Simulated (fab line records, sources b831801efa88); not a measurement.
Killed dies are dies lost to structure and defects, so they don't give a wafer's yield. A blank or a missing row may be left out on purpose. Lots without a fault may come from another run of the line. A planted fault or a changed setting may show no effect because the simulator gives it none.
Which tool did it? | flow gf180mcu | 24 lots, 72 wafers sampled, at 6 steps of a route of 602

WHAT THE GAUGES READ, wafer by wafer
GF_V3_BOW_MEAS_05. Usual: V3_BOW 120 um, standard deviation 10.
lot  | measured     | on            | V3_BOW (um) | flag
L074 | day 21 20:31 | film_metro-04 | 133 120 124 |
L075 | day 22 02:26 | film_metro-03 | 133 132 119 |
L076 | day 22 09:13 | film_metro-02 | 111 97 113  |
L077 | day 23 03:38 | film_metro-03 | 132 130 134 |
L078 | day 24 03:13 | film_metro-03 | 115 114 125 |
L079 | day 24 04:22 | film_metro-03 | 114 108 112 |
L080 | day 24 07:55 | film_metro-02 | 112 103 110 |
L081 | day 24 20:38 | film_metro-04 | 110 103 98  |
L082 | day 25 00:55 | film_metro-03 | 120 117 113 |
L083 | day 25 02:28 | film_metro-03 | 112 102 107 |
L084 | day 26 02:49 | film_metro-04 | 130 111 126 |
L085 | day 26 03:14 | film_metro-02 | 116 130 129 |
L086 | day 26 06:31 | film_metro-02 | 137 139 142 |
L087 | day 26 10:59 | film_metro-04 | 107 116 117 |
L088 | day 26 22:50 | film_metro-02 | 132 131 122 |
L089 | day 27 05:13 | film_metro-02 | 129 133 135 |
L090 | day 27 21:44 | film_metro-04 | 128 126 137 |
L091 | day 27 23:13 | film_metro-04 | 123 112 123 |
L092 | day 28 01:56 | film_metro-04 | 110 108 107 |
L093 | day 28 06:41 | film_metro-04 | 123 129 125 |
L094 | day 28 17:23 | film_metro-04 | 122 121 117 |
L095 | day 28 23:26 | film_metro-03 | 127 117 118 |
L096 | day 29 16:49 | film_metro-03 | 125 109 115 |
L097 | day 29 19:23 | film_metro-02 | 104 107 107 |

GF_M4_CD_MEAS_14: target cd 280 nm. Usual: cd_nm 280.0 nm, standard deviation 1.3.
lot  | measured     | on        | cd_nm (nm)        | flag
L074 | day 23 20:13 | cd_sem-01 | 280.0 279.9 280.2 |
L075 | day 24 02:46 | cd_sem-02 | 279.5 278.2 279.2 |
L076 | day 24 07:35 | cd_sem-02 | 281.9 280.9 280.4 |
L077 | day 25 02:41 | cd_sem-02 | 282.1 279.8 280.6 |
L078 | day 26 00:00 | cd_sem-02 | 279.1 280.3 280.0 |
L079 | day 26 02:09 | cd_sem-02 | 280.2 280.4 280.5 |
L080 | day 26 05:44 | cd_sem-02 | 278.6 279.5 278.4 |
L081 | day 26 16:34 | cd_sem-01 | 281.2 282.5 280.5 |
L082 | day 26 20:30 | cd_sem-02 | 279.1 278.7 280.2 |
L083 | day 26 21:51 | cd_sem-02 | 280.3 280.4 280.5 |
L084 | day 27 22:03 | cd_sem-01 | 279.2 278.4 279.3 |
L085 | day 27 22:24 | cd_sem-02 | 278.9 281.3 280.5 |
L086 | day 28 03:50 | cd_sem-02 | 281.6 281.5 281.2 |
L087 | day 28 06:05 | cd_sem-01 | 279.5 279.9 279.3 |
L088 | day 28 16:26 | cd_sem-02 | 280.8 280.9 281.6 |
L089 | day 28 23:13 | cd_sem-02 | 278.3 279.8 280.4 |
L090 | day 29 15:02 | cd_sem-02 | 279.9 280.4 278.6 |
L091 | day 29 17:11 | cd_sem-01 | 278.0 276.5 277.2 |
L092 | day 29 19:43 | cd_sem-02 | 278.2 279.3 279.0 |
L093 | day 29 23:38 | cd_sem-01 | 280.5 280.6 280.1 |
L094 | day 30 09:27 | cd_sem-02 | 280.8 280.3 281.3 |
L095 | day 30 15:03 | cd_sem-01 | 279.2 279.9 279.1 |
L096 | day 31 07:43 | cd_sem-02 | 283.6 282.4 283.2 |
L097 | day 31 09:42 | cd_sem-02 | 281.1 279.5 281.4 |

GF_V4_RS_MEAS_24: measures by four-point-probe. Usual: V4_W_RS 0.327 ohm/sq, standard deviation 0.004.
lot  | measured     | on            | V4_W_RS (ohm/sq)  | flag
L074 | day 25 02:54 | film_metro-02 | 0.325 0.320 0.319 |
L075 | day 25 04:13 | film_metro-03 | 0.321 0.327 0.326 |
L076 | day 25 08:35 | film_metro-01 | 0.328 0.327 0.328 |
L077 | day 26 03:25 | film_metro-03 | 0.322 0.326 0.324 |
L078 | day 26 23:43 | film_metro-01 | 0.322 0.327 0.324 |
L079 | day 27 01:46 | film_metro-02 | 0.320 0.322 0.323 |
L080 | day 27 05:33 | film_metro-03 | 0.326 0.322 0.324 |
L081 | day 27 15:35 | film_metro-01 | 0.329 0.323 0.329 |
L082 | day 27 19:25 | film_metro-03 | 0.331 0.330 0.327 |
L083 | day 27 21:04 | film_metro-01 | 0.331 0.329 0.326 |
L084 | day 28 20:32 | film_metro-01 | 0.327 0.326 0.328 |
L085 | day 28 20:58 | film_metro-02 | 0.332 0.331 0.329 |
L086 | day 29 03:24 | film_metro-01 | 0.324 0.321 0.323 |
L087 | day 29 04:28 | film_metro-02 | 0.328 0.322 0.325 |
L088 | day 29 14:14 | film_metro-01 | 0.325 0.325 0.326 |
L089 | day 29 21:34 | film_metro-01 | 0.332 0.328 0.328 |
L090 | day 30 12:38 | film_metro-02 | 0.336 0.327 0.332 |
L091 | day 30 14:17 | film_metro-02 | 0.328 0.327 0.329 |
L092 | day 30 17:04 | film_metro-03 | 0.333 0.339 0.330 |
L093 | day 30 21:23 | film_metro-03 | 0.325 0.326 0.328 |
L094 | day 31 05:49 | film_metro-03 | 0.331 0.325 0.328 |
L095 | day 31 12:19 | film_metro-03 | 0.330 0.330 0.324 |
L096 | day 32 03:35 | film_metro-01 | 0.326 0.326 0.333 |
L097 | day 32 06:07 | film_metro-02 | 0.326 0.328 0.333 |

WHICH TOOL RAN EACH LOT (tool, then ch and the chambers of the sampled wafers, then the start)
lot  | GF_V2_CMP_04                  | GF_V3_CMP_04                  | GF_V4_SPUTTER_22
L074 | cmp-01 ch 0,2, day 19 16:56   | cmp-02 ch 0,2, day 21 20:16   | pvd_sputter-03, day 25 02:45
L075 | cmp-01 ch 1,3, day 19 22:55   | cmp-02 ch 0,2,3, day 22 02:07 | pvd_sputter-03, day 25 04:02
L076 | cmp-01 ch 0,1,2, day 20 05:17 | cmp-02 ch 0,1,3, day 22 08:58 | pvd_sputter-02, day 25 08:26
L077 | cmp-02 ch 0,1,2, day 21 01:09 | cmp-02 ch 0,3, day 23 03:20   | pvd_sputter-01, day 26 03:16
L078 | cmp-01 ch 0,1,3, day 21 12:26 | cmp-02 ch 1,3, day 24 02:55   | pvd_sputter-03, day 26 23:34
L079 | cmp-02 ch 0,2,3, day 21 23:48 | cmp-01 ch 0,1,2, day 24 04:04 | pvd_sputter-02, day 27 01:37
L080 | cmp-01 ch 2,3, day 22 08:08   | cmp-02 ch 0,1,3, day 24 07:34 | pvd_sputter-03, day 27 05:22
L081 | cmp-02 ch 0,1,3, day 22 20:22 | cmp-02 ch 1,2,3, day 24 20:19 | pvd_sputter-03, day 27 15:25
L082 | cmp-01 ch 0,1,3, day 22 20:43 | cmp-02 ch 0,2, day 25 00:37   | pvd_sputter-02, day 27 19:16
L083 | cmp-01 ch 1,2, day 23 03:07   | cmp-02 ch 0,1,2, day 25 02:10 | pvd_sputter-02, day 27 20:52
L084 | cmp-02 ch 1,2,3, day 24 03:19 | cmp-02 ch 0,1,2, day 26 02:35 | pvd_sputter-03, day 28 20:22
L085 | cmp-01 ch 0,1,3, day 24 03:46 | cmp-01 ch 0,2,3, day 26 02:59 | pvd_sputter-01, day 28 20:49
L086 | cmp-02 ch 0,1, day 24 07:05   | cmp-01 ch 1,2, day 26 06:16   | pvd_sputter-01, day 29 03:15
L087 | cmp-01 ch 0,1,2, day 24 12:47 | cmp-02 ch 0,2,3, day 26 10:43 | pvd_sputter-03, day 29 04:18
L088 | cmp-02 ch 1,3, day 25 01:34   | cmp-01 ch 1,3, day 26 22:31   | pvd_sputter-03, day 29 14:04
L089 | cmp-02 ch 0,1,3, day 25 07:19 | cmp-01 ch 1,2,3, day 27 04:55 | pvd_sputter-02, day 29 21:23
L090 | cmp-02 ch 0,3, day 26 00:49   | cmp-01 ch 0,2,3, day 27 21:24 | pvd_sputter-02, day 30 12:26
L091 | cmp-01 ch 0,1, day 26 01:46   | cmp-01 ch 1,2, day 27 22:54   | pvd_sputter-01, day 30 14:07
L092 | cmp-02 ch 1,3, day 26 05:04   | cmp-01 ch 1,3, day 28 01:40   | pvd_sputter-02, day 30 16:53
L093 | cmp-01 ch 0,2, day 26 09:42   | cmp-01 ch 2,3, day 28 06:26   | pvd_sputter-01, day 30 21:14
L094 | cmp-01 ch 0,1, day 26 21:55   | cmp-01 ch 0,1,3, day 28 17:02 | pvd_sputter-03, day 31 05:38
L095 | cmp-01 ch 0,1,2, day 27 03:34 | cmp-01 ch 0,3, day 28 23:07   | pvd_sputter-02, day 31 12:08
L096 | cmp-02 ch 1,2,3, day 27 22:26 | cmp-01 ch 0,1,2, day 29 16:31 | pvd_sputter-01, day 32 03:26
L097 | cmp-02 ch 1,3, day 27 23:40   | cmp-02 ch 0,2,3, day 29 19:07 | pvd_sputter-03, day 32 05:56
- GF_V2_CMP_04: polishes SiO2.
- GF_V3_CMP_04: polishes SiO2.
- GF_V4_SPUTTER_22: material TiN, target thk 10 nm, time 40 s.

WHAT THE TOOLS THEMSELVES READ (means of the sampled wafers that have a number; where no wafer has one, the mark that the record gives instead)
GF_V2_CMP_04. Usual: motor_current_A 11.9 A, standard deviation 1.5; time_to_endpoint_s 78 s, standard deviation 5.1.
lot  | tool   | motor_current_A (A) | time_to_endpoint_s (s) | flag
L074 | cmp-01 | 10.6                | 79                     |
L075 | cmp-01 | 12.1                | 74                     |
L076 | cmp-01 | 10.9                | 75                     |
L077 | cmp-02 | 12.4                | 84                     |
L078 | cmp-01 | 12.4                | 74                     |
L079 | cmp-02 | 12.2                | 77                     |
L080 | cmp-01 | 13.2                | 79                     |
L081 | cmp-02 | 11.5                | 77                     |
L082 | cmp-01 | 12.3                | 78                     |
L083 | cmp-01 | 10.7                | 81                     |
L084 | cmp-02 | 12.2                | 77                     |
L085 | cmp-01 | 12.5                | 76                     |
L086 | cmp-02 | 11.0                | 79                     |
L087 | cmp-01 | 10.8                | 75                     |
L088 | cmp-02 | 11.2                | 82                     |
L089 | cmp-02 | 11.5                | 81                     |
L090 | cmp-02 | 11.7                | 76                     |
L091 | cmp-01 | 11.6                | 79                     |
L092 | cmp-02 | 11.2                | 85                     |
L093 | cmp-01 | 10.8                | 86                     |
L094 | cmp-01 | 10.8                | 82                     |
L095 | cmp-01 | 10.9                | 77                     |
L096 | cmp-02 | 12.0                | 76                     |
L097 | cmp-02 | 11.5                | 78                     |

GF_V3_CMP_04. Usual: motor_current_A 12.0 A, standard deviation 1.6; time_to_endpoint_s 79 s, standard deviation 5.4.
lot  | tool   | motor_current_A (A) | time_to_endpoint_s (s) | flag
L074 | cmp-02 | 13.6                | 80                     |
L075 | cmp-02 | 12.6                | 83                     |
L076 | cmp-02 | 11.5                | 76                     |
L077 | cmp-02 | 11.4                | 70                     |
L078 | cmp-02 | 11.4                | 82                     |
L079 | cmp-01 | 11.0                | 75                     |
L080 | cmp-02 | 11.8                | 79                     |
L081 | cmp-02 | 12.9                | 80                     |
L082 | cmp-02 | 14.5                | 81                     |
L083 | cmp-02 | 12.8                | 74                     |
L084 | cmp-02 | 12.4                | 75                     |
L085 | cmp-01 | 12.2                | 79                     |
L086 | cmp-01 | 10.6                | 74                     |
L087 | cmp-02 | 12.6                | 74                     |
L088 | cmp-01 | 12.2                | 79                     |
L089 | cmp-01 | 11.9                | 81                     |
L090 | cmp-01 | 12.0                | 78                     |
L091 | cmp-01 | 10.6                | 76                     |
L092 | cmp-01 | 13.2                | 79                     |
L093 | cmp-01 | 11.9                | 82                     |
L094 | cmp-01 | 12.2                | 83                     |
L095 | cmp-01 | 11.7                | 82                     |
L096 | cmp-01 | 10.7                | 78                     |
L097 | cmp-02 | 12.1                | 81                     |

GF_V4_SPUTTER_22. Usual: throttle_valve_pct 30.0 %, standard deviation 1.1.
lot  | tool           | throttle_valve_pct (%) | flag
L074 | pvd_sputter-03 | 30.7                   |
L075 | pvd_sputter-03 | 30.6                   |
L076 | pvd_sputter-02 | 29.6                   |
L077 | pvd_sputter-01 | 30.9                   |
L078 | pvd_sputter-03 | 30.7                   |
L079 | pvd_sputter-02 | 29.7                   |
L080 | pvd_sputter-03 | 30.9                   |
L081 | pvd_sputter-03 | 30.8                   |
L082 | pvd_sputter-02 | 29.8                   |
L083 | pvd_sputter-02 | 29.6                   |
L084 | pvd_sputter-03 | 30.3                   |
L085 | pvd_sputter-01 | 29.6                   |
L086 | pvd_sputter-01 | 28.8                   |
L087 | pvd_sputter-03 | 30.8                   |
L088 | pvd_sputter-03 | 30.6                   |
L089 | pvd_sputter-02 | 29.9                   |
L090 | pvd_sputter-02 | 29.2                   |
L091 | pvd_sputter-01 | 29.0                   |
L092 | pvd_sputter-02 | 29.5                   |
L093 | pvd_sputter-01 | 28.5                   |
L094 | pvd_sputter-03 | 30.8                   |
L095 | pvd_sputter-02 | 29.1                   |
L096 | pvd_sputter-01 | 28.4                   |
L097 | pvd_sputter-03 | 30.7                   |

THE ANSWER, worked out from the rows above alone
Rule: a lot is off if the mean of its wafers that have a number lies more than 3 standard deviations from the usual mean. A lot without any number at a reading at which 4 lots or more have one is off too. The other lots that the step has rows for count as sound. The gauges are gone through in route order, then the tools' own readings, and for those a lot's mean is taken as printed above. The first step at which some lot is off is used, and at that step the reading that is off furthest; a lot without a number counts as furthest.
No lot is off at any reading shown: from this, nothing can be told.

WHAT THE SIMULATOR HAD PUT IN
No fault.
